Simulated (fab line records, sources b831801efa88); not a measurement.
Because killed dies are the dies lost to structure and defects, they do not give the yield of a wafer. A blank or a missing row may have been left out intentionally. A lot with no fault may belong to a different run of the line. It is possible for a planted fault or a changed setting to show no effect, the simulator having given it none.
fab line records ; flow sky130
record lots=6; wafers=18; last-day=50
route steps=708 shown FIELD_ISO@19 NWELL@32 DNWELL@35 PWDE@45 SALICIDE@361 PAD_OPEN@708
lots that met no fault: from a run of the same line without faults
start-h: start of the lot's first displayed wafer, in hours after the record's first day ; wait-h: hours elapsed since this lot's preceding step ; " the same as in the row above ; L1.1+2: one row covering several wafers at once ; - value missing, or start not given ; * or withheld: withheld ; < > ~ a bound
route shown NAME@n: names a module that has steps shown in the file, with the first one's number in the route ; usual: mean/standard deviation taken from wafers without a fault ; same: alike in all rows ; chamber/n: place in a boat ; sites: the reading at each site ; _std_site: the standard deviation of these ; _edge_site: outer sites' mean less inner sites' ; radius-mm: for every site, how far away it sits from the centre of the wafer ; mask NAME#n: copy n ; behind: the tool/chamber that last shaped the wafer ; hold: the reason the lot was held/the length of the hold in hours/how it ended ; device: transistor that didn't switch, given as n, p or np ; end of line: tests of these same wafers at the route's end ; step lacking rows: just its recipe ; killed: not the wafer's yield, but the dies lost to structure and defects at the first sort ; map: the dies of a wafer, with x for killed, . for not killed, _ for no die there
set.NAME: the setting as run; set.NAME@STEP: as run at that earlier step ; model.NAME: the simulator's own value behind a step, which no gauge read
lots at some steps of the route; a table a step, a row a wafer
services: the hour from which a tool's chamber was out of use, counted from the record's first day as start-h (under 0 if before that day), plus the number of hours and why
## steps
# step SKY_FIELD_ISO_WET_ETCH_18
# recipe chemistry=H3PO4; target-depth-nm=25; temp-c=160; target=Si3N4; time-s=286
# step SKY_FIELD_ISO_CLEAN_19
# recipe chemistry=SC1/SC2; mix=1:4:20; temp-c=70; time-s=150
# step SKY_FIELD_ISO_CLEAN_20
# recipe chemistry=dHF; time-s=19.71; dilution=100:1
# step SKY_FIELD_ISO_WET_ETCH_21
# recipe chemistry=dHF; dilution=100:1; target-depth-nm=20; dry=ipa-marangoni; target=SiO2; temp-c=25; time-s=400
# step SKY_FIELD_ISO_OXIDATION_22
# recipe temp-c=950; ambient=O2; stabilise-s=600; purge-s=300; target-thk-a=100; ox-time-s=623
# step SKY_FIELD_ISO_THK_MEAS_23
# recipe reads=SiO2_of_FIELD_ISO_OXIDATION_22
# usual FIELD_ISO_OXIDATION_01_THK=9.96/0.21
lot.wafer;tool;chamber;start-h;wait-h;FIELD_ISO_OXIDATION_01_THK[nm]
L614.2;film-metro-03;-;56.90;0.0;10.20
L614.4;film-metro-03;-;56.90;0.0;10.10
L614.6;film-metro-03;-;56.90;0.0;10.08
L619.1;film-metro-03;-;80.54;0.0;9.99
L619.2;film-metro-03;-;80.54;0.0;9.90
L619.5;film-metro-03;-;80.54;0.0;9.78
L628.2;film-metro-01;-;125.03;0.0;10.02
L628.5;film-metro-01;-;125.03;0.0;9.98
L628.6;film-metro-01;-;125.03;0.0;9.97
L627.3;film-metro-02;-;125.04;0.0;10.17
L627.5;film-metro-02;-;125.04;0.0;10.09
L627.6;film-metro-02;-;125.04;0.0;10.22
L629.2;film-metro-01;-;134.90;0.0;9.78
L629.4;film-metro-01;-;134.90;0.0;9.69
L629.5;film-metro-01;-;134.90;0.0;9.77
L633.3;film-metro-02;-;156.05;0.0;9.76
L633.4;film-metro-02;-;156.05;0.0;10.01
L633.5;film-metro-02;-;156.05;0.0;9.88
# step SKY_FIELD_ISO_CVD_24
# recipe material=SiO2; target-thk-nm=595; temp-c=650; sigma-open-frac=0.3; time-s=99.2; sih4-flow-sccm=60; pressure-mtorr=6
# step SKY_FIELD_ISO_THK_MEAS_25
# recipe reads=SiO2_of_FIELD_ISO_CVD_24
# usual FIELD_ISO_CVD_24_THK=598/6
lot.wafer;tool;chamber;start-h;wait-h;FIELD_ISO_CVD_24_THK[nm]
L614.2;film-metro-01;-;57.03;0.0;592
L614.4;film-metro-01;-;57.03;0.0;597
L614.6;film-metro-01;-;57.03;0.0;602
L619.1;film-metro-01;-;80.67;0.0;606
L619.2;film-metro-01;-;80.67;0.0;600
L619.5;film-metro-01;-;80.67;0.0;595
L628.2;film-metro-02;-;125.16;0.0;596
L628.5;film-metro-02;-;125.16;0.0;586
L628.6;film-metro-02;-;125.16;0.0;597
L627.3;film-metro-01;-;125.17;0.1;590
L627.5;film-metro-01;-;125.17;0.1;594
L627.6;film-metro-01;-;125.17;0.1;606
L629.2;film-metro-01;-;135.03;0.0;611
L629.4;film-metro-01;-;135.03;0.0;612
L629.5;film-metro-01;-;135.03;0.0;602
L633.3;film-metro-01;-;156.18;0.1;592
L633.4;film-metro-01;-;156.18;0.1;599
L633.5;film-metro-01;-;156.18;0.1;595
# step SKY_FIELD_ISO_ANNEAL_26
# recipe temp-c=1000; time-s=1800; ambient=N2
# step SKY_FIELD_ISO_CMP_27
# recipe stop-on=Si3N4; t-overpolish-s=16; down-force-psi=4; platen-rpm=60; target-thk-nm=457.8; pad-velocity-m-s=0.94248
# usual motor-current-A=12.6/1.4; overpolish-run-s=16.001/0.0093; time-to-endpoint-s=113/5.5
lot.wafer;tool;chamber;start-h;wait-h;motor-current-A;overpolish-run-s;time-to-endpoint-s
L614.4;cmp-02;3;58.98;0.0;10.5;16.007;106
L614.2;cmp-02;2;58.98;0.0;14.7;15.984;113
L614.6;cmp-02;3;58.98;0.0;10.6;15.997;109
L619.2;cmp-02;3;84.58;0.0;9.9;16.000;107
L619.1;cmp-02;1;84.58;0.0;13.3;15.996;118
L619.5;cmp-02;0;84.58;0.0;11.0;16.009;114
L627.3;cmp-01;3;132.33;0.1;12.7;16.006;116
L627.6;cmp-01;3;132.33;0.1;12.4;16.003;121
L627.5;cmp-01;0;132.33;0.1;13.3;15.997;120
L628.2;cmp-02;2;132.42;0.2;13.5;15.997;112
L628.6;cmp-02;1;132.42;0.2;12.8;16.004;118
L628.5;cmp-02;2;132.42;0.2;14.9;16.013;108
L629.2;cmp-02;3;136.63;0.1;10.0;15.993;108
L629.4;cmp-02;1;136.63;0.1;12.9;16.003;121
L629.5;cmp-02;2;136.63;0.1;14.7;16.000;111
L633.3;cmp-02;3;157.93;0.0;10.4;15.984;104
L633.4;cmp-02;0;157.93;0.0;10.4;15.993;121
L633.5;cmp-02;0;157.93;0.0;10.6;15.988;120
# step SKY_FIELD_ISO_WET_ETCH_28
# recipe chemistry=dHF; target-depth-nm=23.7; target=SiO2; dilution=10:1; temp-c=25; time-s=47
# step SKY_FIELD_ISO_WET_ETCH_29
# recipe chemistry=H3PO4; target-depth-nm=160; target=Si3N4; temp-c=160; time-s=1825
# step SKY_FIELD_ISO_WET_ETCH_30
# recipe chemistry=dHF; target-depth-nm=25; target=SiO2; dilution=10:1; temp-c=25; time-s=50
# usual run-length-s=78.8/2.8
lot.wafer;tool;chamber;start-h;wait-h;run-length-s;model.SiO2_of_FIELD_ISO_CVD_24.thk-nm
L614.2;wet-bench-01;1;59.82;0.0;77.4;405.8
L614.4;wet-bench-01;1;59.82;0.0;77.4;404.3
L614.6;wet-bench-01;1;59.82;0.0;77.4;403.6
L619.1;wet-bench-01;1;85.41;0.0;79.4;404.6
L619.2;wet-bench-01;1;85.41;0.0;79.4;401.8
L619.5;wet-bench-01;1;85.41;0.0;79.4;404.8
L628.2;wet-bench-01;1;133.26;0.0;103.6;393.4
L628.5;wet-bench-01;1;133.26;0.0;103.6;393.2
L628.6;wet-bench-01;1;133.26;0.0;103.6;395.4
L627.3;wet-bench-01;0;133.68;0.0;102.1;391.5
L627.5;wet-bench-01;0;133.68;0.0;102.1;390.9
L627.6;wet-bench-01;0;133.68;0.0;102.1;391.7
L629.2;wet-bench-03;0;137.94;0.0;82.8;403.9
L629.4;wet-bench-03;0;137.94;0.0;82.8;406.4
L629.5;wet-bench-03;0;137.94;0.0;82.8;406
L633.3;wet-bench-03;1;158.77;0.0;83.0;403.7
L633.4;wet-bench-03;1;158.77;0.0;83.0;405.7
L633.5;wet-bench-03;1;158.77;0.0;83.0;405.5
# step SKY_NWELL_CLEAN_00
# recipe chemistry=SC1/SC2; mix=1:4:20; temp-c=70; time-s=150; dry=n2-spin
# step SKY_NWELL_OXIDATION_01
# recipe temp-c=900; ambient=O2; stabilise-s=600; purge-s=300; target-thk-a=100; ox-time-s=1418
# step SKY_NWELL_THK_MEAS_02
# recipe reads=SiO2_of_NWELL_OXIDATION_01
# usual NWELL_OXIDATION_THK=10.04/0.2
lot.wafer;tool;chamber;start-h;wait-h;NWELL_OXIDATION_THK[nm]
L614.2;film-metro-04;-;61.29;0.0;9.71
L614.4;film-metro-04;-;61.29;0.0;9.81
L614.6;film-metro-04;-;61.29;0.0;9.86
L619.1;film-metro-02;-;88.64;0.0;10.15
L619.2;film-metro-02;-;88.64;0.0;10.07
L619.5;film-metro-02;-;88.64;0.0;10.14
L628.2;film-metro-04;-;136.30;0.0;10.15
L628.5;film-metro-04;-;136.30;0.0;9.98
L628.6;film-metro-04;-;136.30;0.0;10.04
L627.3;film-metro-02;-;136.31;0.0;9.92
L627.5;film-metro-02;-;136.31;0.0;9.82
L627.6;film-metro-02;-;136.31;0.0;10.01
L629.2;film-metro-03;-;140.11;0.0;9.68
L629.4;film-metro-03;-;140.11;0.0;9.94
L629.5;film-metro-03;-;140.11;0.0;9.85
L633.3;film-metro-04;-;161.76;0.0;10.07
L633.4;film-metro-04;-;161.76;0.0;10.15
L633.5;film-metro-04;-;161.76;0.0;10.05
# step SKY_DNWELL_DEHYDRATE_00
# recipe temp-c=200; time-s=60
# step SKY_DNWELL_HMDS_01
# recipe prime-time-s=60; prime-temp-c=120
# step SKY_DNWELL_COAT_02
# recipe spin-rpm=2000; resist-thk-nm=3000
# step SKY_DNWELL_SOFTBAKE_03
# recipe temp-c=110; time-s=withheld
# step SKY_DNWELL_EXPOSE_04
# recipe mask-id=DNM; na=0.57; target-cd-nm=3000; dose-mj=222
# step SKY_DNWELL_PEB_05
# recipe temp-c=115; time-s=withheld
# step SKY_DNWELL_DEVELOP_06
# recipe wall-angle-deg=90; developer=TMAH; develop-time-s=60; dev-temp-c=23
# step SKY_DNWELL_IMPLANT_07
# recipe species=P; energy-kev=withheld; dose-cm2=withheld; tilt-deg=withheld
# step SKY_DNWELL_STRIP_08
# recipe chemistry=O2/N2; power-w=1400; pressure-mtorr=1500; platen-temp-c=withheld; o2-flow-sccm=3000; n2-flow-sccm=300; overash-fraction=0.5
# usual chamber-pressure-mTorr=1500.1/1.4; drypump-motor-current-A=5.4/0.46; oes-product-au=0.723/0.0047; strip-time-to-endpoint-s=36.97/0.081
lot.wafer;tool;chamber;start-h;wait-h;chamber-pressure-mTorr;drypump-motor-current-A;oes-product-au;rf-hours-counter-h;strip-time-to-endpoint-s
L614.2;plasma-asher-03;0;78.16;0.1;1501.1;6.0;0.724;41;36.94
L614.4;plasma-asher-03;1;78.16;0.1;1501.9;5.0;0.720;-;37.03
L614.6;plasma-asher-03;1;78.16;0.1;1498.4;5.0;0.723;-;37.01
L619.1;plasma-asher-01;1;106.77;0.1;1501.9;5.8;0.718;44;36.93
L619.2;plasma-asher-01;0;106.77;0.1;1500.2;4.9;0.721;44;37.10
L619.5;plasma-asher-01;1;106.77;0.1;1499.2;5.8;0.729;-;37.04
L628.2;plasma-asher-03;1;156.46;0.1;1500.8;5.0;0.718;51;36.84
L628.5;plasma-asher-03;0;156.46;0.1;1503.5;6.0;0.720;-;36.96
L628.6;plasma-asher-03;1;156.46;0.1;1502.4;4.9;0.721;-;36.96
L627.3;plasma-asher-01;1;156.53;0.1;1499.6;5.8;0.720;-;36.89
L627.5;plasma-asher-01;0;156.53;0.1;1500.4;4.9;0.720;-;36.94
L627.6;plasma-asher-01;1;156.53;0.1;1499.8;5.8;0.715;-;36.95
L629.2;plasma-asher-03;1;160.05;0.1;1499.4;5.0;0.727;51;36.90
L629.4;plasma-asher-03;1;160.05;0.1;1500.1;5.0;0.717;-;36.94
L629.5;plasma-asher-03;1;160.05;0.1;1499.0;5.0;0.724;-;36.97
L633.3;plasma-asher-04;1;182.90;0.1;1499.2;5.1;0.721;-;37.12
L633.4;plasma-asher-04;0;182.90;0.1;1500.0;5.6;0.727;-;37.12
L633.5;plasma-asher-04;1;182.90;0.1;1500.2;5.1;0.724;-;37.13
# step SKY_DNWELL_TW_MEAS_09
# usual DNWELL_TW=1121/6.8
lot.wafer;tool;chamber;start-h;wait-h;DNWELL_TW
L614.2;film-metro-03;-;78.27;0.1;1140
L614.4;film-metro-03;-;78.27;0.1;1139
L614.6;film-metro-03;-;78.27;0.1;1138
L619.1;film-metro-02;-;106.87;0.1;1114
L619.2;film-metro-02;-;106.87;0.1;1116
L619.5;film-metro-02;-;106.87;0.1;1118
L628.2;film-metro-03;-;156.57;0.1;1121
L628.5;film-metro-03;-;156.57;0.1;1119
L628.6;film-metro-03;-;156.57;0.1;1119
L627.3;film-metro-04;-;156.61;0.1;1133
L627.5;film-metro-04;-;156.61;0.1;1119
L627.6;film-metro-04;-;156.61;0.1;1126
L629.2;film-metro-03;-;160.16;0.1;1118
L629.4;film-metro-03;-;160.16;0.1;1111
L629.5;film-metro-03;-;160.16;0.1;1120
L633.3;film-metro-03;-;182.99;0.1;1122
L633.4;film-metro-03;-;182.99;0.1;1115
L633.5;film-metro-03;-;182.99;0.1;1124
# step SKY_PWDE_DEHYDRATE_00
# recipe temp-c=200; time-s=60
# step SKY_PWDE_HMDS_01
# recipe prime-time-s=60; prime-temp-c=120
# step SKY_PWDE_COAT_02
# recipe spin-rpm=2000; resist-thk-nm=3000
# step SKY_PWDE_SOFTBAKE_03
# recipe temp-c=110; time-s=withheld
# step SKY_PWDE_EXPOSE_04
# recipe mask-id=PWDEM; na=0.6; source-shape=conventional; sigma-outer=0.6; polarization=unpolarized; target-cd-nm=840; dose-mj=214
# step SKY_PWDE_PEB_05
# recipe temp-c=115; time-s=withheld
# step SKY_PWDE_DEVELOP_06
# recipe wall-angle-deg=90; developer=TMAH; develop-time-s=60; dev-temp-c=22.45
# step SKY_PWDE_OVL_MEAS_07
# usual PWDE_OVL=0.1/1.4
lot.wafer;tool;chamber;start-h;wait-h;PWDE_OVL[nm]
L614.2;overlay-01;-;95.12;-;0.5
L614.4;overlay-01;-;95.12;-;0.9
L614.6;overlay-01;-;95.12;-;0.6
L619.1;overlay-01;-;124.36;-;-1.0
L619.2;overlay-01;-;124.36;-;0.4
L619.5;overlay-01;-;124.36;-;-1.3
L628.2;overlay-02;-;176.87;-;2.0
L628.5;overlay-02;-;176.87;-;1.5
L628.6;overlay-02;-;176.87;-;3.1
L627.3;overlay-02;-;177.51;-;-1.9
L627.5;overlay-02;-;177.51;-;-1.3
L627.6;overlay-02;-;177.51;-;-1.2
L629.2;overlay-01;-;181.25;-;-0.1
L629.4;overlay-01;-;181.25;-;-1.0
L629.5;overlay-01;-;181.25;-;-1.2
L633.3;overlay-01;-;205.01;-;1.7
L633.4;overlay-01;-;205.01;-;2.3
L633.5;overlay-01;-;205.01;-;1.7
# step SKY_PWDE_IMPLANT_08
# recipe species=B; energy-kev=150; dose-cm2=3.6e+12; tilt-deg=withheld
# step SKY_PWDE_STRIP_09
# recipe chemistry=O2/N2; power-w=1400; pressure-mtorr=1500; platen-temp-c=withheld; o2-flow-sccm=3000; n2-flow-sccm=300; overash-fraction=0.5
# usual chamber-pressure-mTorr=1499.9/1.4; drypump-motor-current-A=5.6/0.44; oes-product-au=0.723/0.0047; strip-time-to-endpoint-s=36.91/0.12
lot.wafer;tool;chamber;start-h;wait-h;chamber-pressure-mTorr;drypump-motor-current-A;oes-product-au;rf-hours-counter-h;strip-time-to-endpoint-s
L614.2;plasma-asher-01;1;95.30;0.1;1500.1;5.8;0.719;42;36.98
L614.4;plasma-asher-01;0;95.30;0.1;1499.4;4.9;0.724;-;36.83
L614.6;plasma-asher-01;0;95.30;0.1;1500.3;4.9;0.732;-;37.06
L619.1;plasma-asher-02;1;124.55;0.1;1498.6;5.4;0.729;32;36.86
L619.2;plasma-asher-02;0;124.55;0.1;1500.8;6.0;0.735;32;36.86
L619.5;plasma-asher-02;1;124.55;0.1;1499.8;5.4;0.719;-;36.88
L628.2;plasma-asher-03;1;177.05;0.1;1497.9;4.9;0.724;53;36.92
L628.5;plasma-asher-03;1;177.05;0.1;1500.7;4.9;0.717;-;36.85
L628.6;plasma-asher-03;0;177.05;0.1;1499.3;6.0;0.725;-;36.89
L627.3;plasma-asher-02;1;177.72;0.1;1499.4;5.4;0.721;-;36.71
L627.5;plasma-asher-02;0;177.72;0.1;1501.1;6.0;0.717;-;36.65
L627.6;plasma-asher-02;1;177.72;0.1;1501.5;5.4;0.720;-;36.70
L629.2;plasma-asher-01;1;181.43;0.1;1499.8;5.8;0.728;52;36.86
L629.4;plasma-asher-01;0;181.43;0.1;1499.6;4.9;0.723;-;36.91
L629.5;plasma-asher-01;0;181.43;0.1;1499.0;4.9;0.728;-;36.83
L633.3;plasma-asher-02;1;205.22;0.1;1497.7;5.4;0.720;-;36.74
L633.4;plasma-asher-02;0;205.22;0.1;1502.9;6.0;0.719;-;36.72
L633.5;plasma-asher-02;0;205.22;0.1;1500.5;6.0;0.721;-;36.69
# step SKY_PWDE_TW_MEAS_10
# usual PWDE_TW=377/3.4
lot.wafer;tool;chamber;start-h;wait-h;PWDE_TW
L614.2;film-metro-03;-;95.41;0.1;382
L614.4;film-metro-03;-;95.41;0.1;380
L614.6;film-metro-03;-;95.41;0.1;380
L619.1;film-metro-02;-;124.65;0.1;377
L619.2;film-metro-02;-;124.65;0.1;375
L619.5;film-metro-02;-;124.65;0.1;376
L628.2;film-metro-04;-;177.16;0.1;382
L628.5;film-metro-04;-;177.16;0.1;383
L628.6;film-metro-04;-;177.16;0.1;382
L627.3;film-metro-04;-;177.81;0.1;382
L627.5;film-metro-04;-;177.81;0.1;378
L627.6;film-metro-04;-;177.81;0.1;385
L629.2;film-metro-04;-;181.54;0.1;381
L629.4;film-metro-04;-;181.54;0.1;382
L629.5;film-metro-04;-;181.54;0.1;380
L633.3;film-metro-02;-;205.31;0.1;373
L633.4;film-metro-02;-;205.31;0.1;376
L633.5;film-metro-02;-;205.31;0.1;373
# step SKY_NWELL_DEHYDRATE_03
# recipe temp-c=200; time-s=60
# step SKY_NWELL_HMDS_04
# recipe prime-time-s=60; prime-temp-c=120
# step SKY_NWELL_COAT_05
# recipe spin-rpm=2000; resist-thk-nm=3000
# step SKY_NWELL_SOFTBAKE_06
# recipe temp-c=110; time-s=withheld
# step SKY_NWELL_EXPOSE_07
# recipe mask-id=NWM; na=0.6; source-shape=conventional; sigma-outer=0.6; polarization=unpolarized; target-cd-nm=840; dose-mj=255
# step SKY_SALICIDE_CLEAN_00
# recipe chemistry=HF-last; time-s=30; dilution=100:1; dry=ipa-marangoni
lot.wafer;tool;chamber;start-h;wait-h;model.SiO2_of_FIELD_ISO_CVD_24.thk-nm
L614.2;wet-bench-01;1;687.46;0.1;359.1
L614.4;wet-bench-01;1;687.46;0.1;357.6
L614.6;wet-bench-01;1;687.46;0.1;357
L619.1;wet-bench-01;1;731.81;0.1;357.8
L619.2;wet-bench-01;1;731.81;0.1;354.9
L619.5;wet-bench-01;1;731.81;0.1;358
L628.2;wet-bench-01;1;797.75;0.1;346.6
L628.5;wet-bench-01;1;797.75;0.1;346.3
L628.6;wet-bench-01;1;797.75;0.1;348.8
L627.3;wet-bench-04;0;802.96;0.1;344.3
L627.5;wet-bench-04;0;802.96;0.1;343.7
L627.6;wet-bench-04;0;802.96;0.1;344.6
L629.2;wet-bench-04;2;807.84;0.1;357.5
L629.4;wet-bench-04;2;807.84;0.1;359.9
L629.5;wet-bench-04;2;807.84;0.1;359.4
L633.3;wet-bench-02;3;836.56;0.1;357.1
L633.4;wet-bench-02;3;836.56;0.1;359.2
L633.5;wet-bench-02;3;836.56;0.1;358.9
# step SKY_PAD_OPEN_PROBE_99
# usual killed_at_M0_to_M3=45/7.5; killed_at_M4_up=2.8/1.9; killed-at-contacts=25/5.5; killed-at-front-end=14/4; killed-at-other=0.3/0.75; killed-dies=87/9.4; killed-open=47/6.6; killed-short=39/6.6
# same gross-dies=492; killed-at-back-side=0
lot.wafer;tool;chamber;start-h;wait-h;killed_at_M0_to_M3;killed_at_M4_up;killed-at-contacts;killed-at-front-end;killed-at-other;killed-dies;killed-open;killed-short;model.etest.pfet_16v.r-on-ohm-um;model.etest.cap-li-to-poly.c-af-um2;model.etest.cap-poly-to-well.c-af-um2;model.etest.field-p.vt-v;model.etest.field-n.vt-v;model.etest.sram-nfet-pass.off-log10-a-um
L614.2;prober-02;-;1110.11;0.1;36;4;24;17;0;81;48;33;1.53e+04;96.45;90.14;-44.35;36.12;-12.72
L614.4;prober-02;-;1110.21;0.2;35;1;28;13;0;77;38;39;1.474e+04;99.14;95.47;-41.24;35.06;-13
L614.6;prober-02;-;1110.31;0.2;36;6;23;20;0;85;42;43;1.433e+04;97.23;93.61;-40.43;34.71;-12.56
L619.1;prober-02;-;1139.63;0.1;41;4;18;13;0;76;45;31;1.482e+04;101.4;95.04;-40.2;35.25;-12.49
L619.2;prober-02;-;1139.68;0.1;38;5;21;19;0;83;48;35;1.487e+04;97.52;94.22;-40.73;35.54;-12.73
L619.5;prober-02;-;1139.83;0.2;34;2;24;22;0;82;46;36;1.534e+04;101.7;90.06;-42.83;36.36;-12.69
L628.2;prober-01;-;1184.93;0.1;33;2;27;22;1;85;55;30;1.469e+04;96.42;95.3;-39.31;34.42;-12.23
L628.5;prober-01;-;1185.08;0.2;41;2;21;16;0;80;49;31;1.441e+04;96.65;97.96;-38.15;33.64;-12.03
L628.6;prober-01;-;1185.13;0.2;46;3;20;15;0;84;38;46;1.443e+04;96.11;94.25;-39.63;34.73;-12.01
L627.3;prober-02;-;1188.17;0.2;46;1;22;15;0;84;48;36;1.476e+04;95.35;91.32;-39.69;35.14;-12.3
L627.5;prober-02;-;1188.27;0.2;41;6;30;12;1;90;46;44;1.446e+04;94.94;96.85;-38.27;34.36;-12.17
L627.6;prober-02;-;1188.32;0.2;45;4;26;10;0;85;44;41;1.479e+04;94.76;94.31;-39.61;35.18;-12.41
L629.2;prober-01;-;1189.57;0.1;45;2;25;17;0;89;53;36;1.497e+04;98.89;90.21;-41.15;35.23;-12.41
L629.4;prober-01;-;1189.67;0.2;54;7;21;12;0;94;51;42;1.492e+04;99.23;89.15;-41.85;35.67;-12.9
L629.5;prober-01;-;1189.72;0.2;46;2;24;13;0;85;50;35;1.522e+04;99.37;92.08;-42.04;35.67;-12.81
L633.3;prober-02;-;1207.61;0.2;31;1;32;10;0;74;40;34;1.457e+04;97.39;96.88;-37.4;34.06;-12.8
L633.4;prober-02;-;1207.66;0.2;44;4;27;20;1;96;47;49;1.513e+04;94.05;88.91;-41.04;35.8;-12.48
L633.5;prober-02;-;1207.71;0.2;46;3;22;20;1;92;49;43;1.467e+04;100;95.11;-38.15;34.42;-12.52
# killed by level:class
L614.2 VIA1:geometric-particle:open=9 LI_CONTACT:geometric-particle:open=7 FIELD_ISO:geometric-particle:open=6 CONTACT:geometric-particle:open=6 VIA2:geometric-particle:open=6 METAL1:geometric-particle:short=5 VIA3:geometric-particle:open=5 CONTACT:geometric-particle:short=4
L614.4 CONTACT:geometric-particle:open=11 METAL2:geometric-particle:short=7 LI_CONTACT:geometric-particle:open=6 LI_CONTACT:geometric-particle:short=5 VIA1:geometric-particle:open=5 METAL3:geometric-particle:short=4 POLY_GATE:geometric-particle:short=4 METAL1:geometric-particle:short=4
L614.6 CONTACT:geometric-particle:open=11 VIA1:geometric-particle:open=7 CONTACT:geometric-particle:short=6 VIA1:geometric-particle:short=6 VIA3:geometric-particle:open=6 METAL4:geometric-particle:short=6 FIELD_ISO:geometric-particle:short=5 FIELD_ISO:geometric-particle:open=5
L619.1 VIA1:geometric-particle:open=11 CONTACT:geometric-particle:open=7 LI_CONTACT:geometric-particle:open=6 VIA1:geometric-particle:short=6 VIA3:geometric-particle:open=6 FIELD_ISO:geometric-particle:open=4 VIA2:geometric-particle:short=4 FIELD_ISO:geometric-particle:short=3
L619.2 VIA3:geometric-particle:open=12 VIA1:geometric-particle:open=8 CONTACT:geometric-particle:open=7 LI_CONTACT:geometric-particle:open=6 FIELD_ISO:geometric-particle:short=5 CONTACT:geometric-particle:short=5 FIELD_ISO:geometric-particle:open=4 METAL1:geometric-particle:short=4
L619.5 CONTACT:geometric-particle:open=12 VIA1:geometric-particle:open=8 FIELD_ISO:geometric-particle:open=7 POLY_GATE:geometric-particle:short=6 VIA2:geometric-particle:open=6 METAL1:geometric-particle:short=5 POLY_GATE:geometric-particle:open=4 LOCAL_INTERCONNECT:geometric-particle:short=4
L628.2 CONTACT:geometric-particle:open=17 FIELD_ISO:geometric-particle:open=9 VIA3:geometric-particle:open=8 VIA1:geometric-particle:open=8 LOCAL_INTERCONNECT:geometric-particle:short=4 METAL1:geometric-particle:short=4 VIA1:geometric-particle:short=4 POLY_GATE:geometric-particle:open=3
L628.5 CONTACT:geometric-particle:open=8 VIA1:geometric-particle:open=7 VIA2:geometric-particle:open=7 VIA3:geometric-particle:open=7 LI_CONTACT:geometric-particle:open=6 VIA1:geometric-particle:short=6 METAL2:geometric-particle:short=6 POLY_GATE:geometric-particle:open=4
L628.6 VIA1:geometric-particle:open=9 VIA3:geometric-particle:short=8 CONTACT:geometric-particle:open=7 METAL1:geometric-particle:short=7 VIA1:geometric-particle:short=6 VIA3:geometric-particle:open=5 FIELD_ISO:geometric-particle:open=4 POLY_GATE:geometric-particle:short=4
L627.3 VIA1:geometric-particle:open=10 CONTACT:geometric-particle:open=8 LI_CONTACT:geometric-particle:open=7 POLY_GATE:geometric-particle:open=5 VIA1:geometric-particle:short=5 VIA2:geometric-particle:open=5 VIA3:geometric-particle:open=5 METAL1:geometric-particle:short=4
L627.5 VIA1:geometric-particle:open=11 CONTACT:geometric-particle:open=8 LOCAL_INTERCONNECT:geometric-particle:short=7 LI_CONTACT:geometric-particle:open=6 POLY_GATE:geometric-particle:open=5 VIA2:geometric-particle:short=5 METAL4:geometric-particle:short=5 FIELD_ISO:geometric-particle:short=4
L627.6 VIA1:geometric-particle:open=10 VIA2:geometric-particle:open=10 LI_CONTACT:geometric-particle:open=9 CONTACT:geometric-particle:short=7 VIA1:geometric-particle:short=5 FIELD_ISO:geometric-particle:short=4 LOCAL_INTERCONNECT:geometric-particle:short=4 VIA2:geometric-particle:short=4
L629.2 CONTACT:geometric-particle:open=16 VIA1:geometric-particle:open=11 VIA1:geometric-particle:short=8 VIA3:geometric-particle:open=6 VIA2:geometric-particle:open=6 LI_CONTACT:geometric-particle:open=4 CONTACT:geometric-particle:short=4 METAL1:geometric-particle:short=4
L629.4 VIA1:geometric-particle:open=17 CONTACT:geometric-particle:open=9 CONTACT:geometric-particle:short=8 VIA3:geometric-particle:open=7 VIA1:geometric-particle:short=6 VIA3:geometric-particle:short=5 VIA2:geometric-particle:open=5 FIELD_ISO:geometric-particle:short=4
L629.5 VIA3:geometric-particle:open=11 VIA1:geometric-particle:open=9 CONTACT:geometric-particle:open=8 LI_CONTACT:geometric-particle:open=7 METAL1:geometric-particle:short=7 VIA1:geometric-particle:short=7 VIA2:geometric-particle:open=5 CONTACT:geometric-particle:short=5
L633.3 CONTACT:geometric-particle:open=11 LI_CONTACT:geometric-particle:open=10 LOCAL_INTERCONNECT:geometric-particle:short=6 VIA1:geometric-particle:open=6 VIA1:geometric-particle:short=5 METAL1:geometric-particle:short=4 VIA2:geometric-particle:open=4 VIA3:geometric-particle:open=4
L633.4 CONTACT:geometric-particle:open=10 VIA1:geometric-particle:open=9 VIA3:geometric-particle:open=9 CONTACT:geometric-particle:short=7 FIELD_ISO:geometric-particle:short=6 POLY_GATE:geometric-particle:open=6 METAL1:geometric-particle:short=6 VIA1:geometric-particle:short=5
L633.5 VIA1:geometric-particle:open=18 LOCAL_INTERCONNECT:geometric-particle:short=7 METAL1:geometric-particle:short=6 POLY_GATE:geometric-particle:open=5 CONTACT:geometric-particle:open=5 FIELD_ISO:geometric-particle:short=4 FIELD_ISO:geometric-particle:open=4 LI_CONTACT:geometric-particle:short=4
## services
tool;chamber;start-h;hours;kind
cmp-02;-;64.22;4.0;pm
cmp-02;-;64.42;1.1;repair
cmp-02;-;96.63;0.8;repair
cmp-02;-;139.33;6.5;pm
plasma-asher-01;-;141.50;1.6;repair
cmp-02;-;161.11;0.8;repair
cmp-02;-;194.43;19.3;pm
wet-bench-01;-;215.06;2.4;repair
plasma-asher-03;-;226.45;0.9;repair
cmp-02;-;295.32;0.5;repair
cmp-02;-;331.53;2.3;repair
cmp-02;-;404.22;4.0;pm
plasma-asher-01;-;421.25;9.0;pm
cmp-02;-;508.33;3.3;pm
cmp-02;-;566.63;1.3;repair
cmp-02;-;589.09;1.5;repair
cmp-02;-;604.07;6.3;pm
wet-bench-01;-;613.22;1.6;repair
cmp-02;-;616.71;2.2;repair
cmp-02;-;625.96;0.4;repair
cmp-02;-;650.94;4.0;repair
cmp-02;-;744.22;4.0;pm
cmp-02;-;764.61;3.3;repair
cmp-02;-;780.28;3.7;repair
## key
first-sign step=SKY_FIELD_ISO_WET_ETCH_30; reading=run-length-s; direction=up; sigmas=8.5; usual=*; struck=*
effect none on later readings
model-effect step=SKY_FIELD_ISO_WET_ETCH_30; value=SiO2_of_FIELD_ISO_CVD_24.thk-nm; without=406.5; struck=392.7
model-effect step=SKY_SALICIDE_CLEAN_00; value=SiO2_of_FIELD_ISO_CVD_24.thk-nm; without=359.5; struck=345.7
model-effect step=SKY_PAD_OPEN_PROBE_99; value=etest.pfet_16v.r-on-ohm-um; without=1.509e+04; struck=1.459e+04
met-at SKY_FIELD_ISO_WET_ETCH_30
struck-wafers L627.3,L627.5,L627.6,L628.2,L628.5,L628.6
tester-left-out L627,L628
onset-between 85.41 133.26
fault kind=process-parameter-drift; tool=wet-bench-01; chamber=-; onset-h=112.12; steps=SKY_FIELD_ISO_WET_ETCH_30; channel=time-s; offset=*; shape=step; end-h=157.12; acts-in=*; stated=*
# tester-left-out: of these lots the tester's yield and bins aren't shown, on N5 and GAA mostly nor the transistor test; their killed dies are dies lost to structure and defects alone, not to doping, threshold or leakage, so they don't give the yield
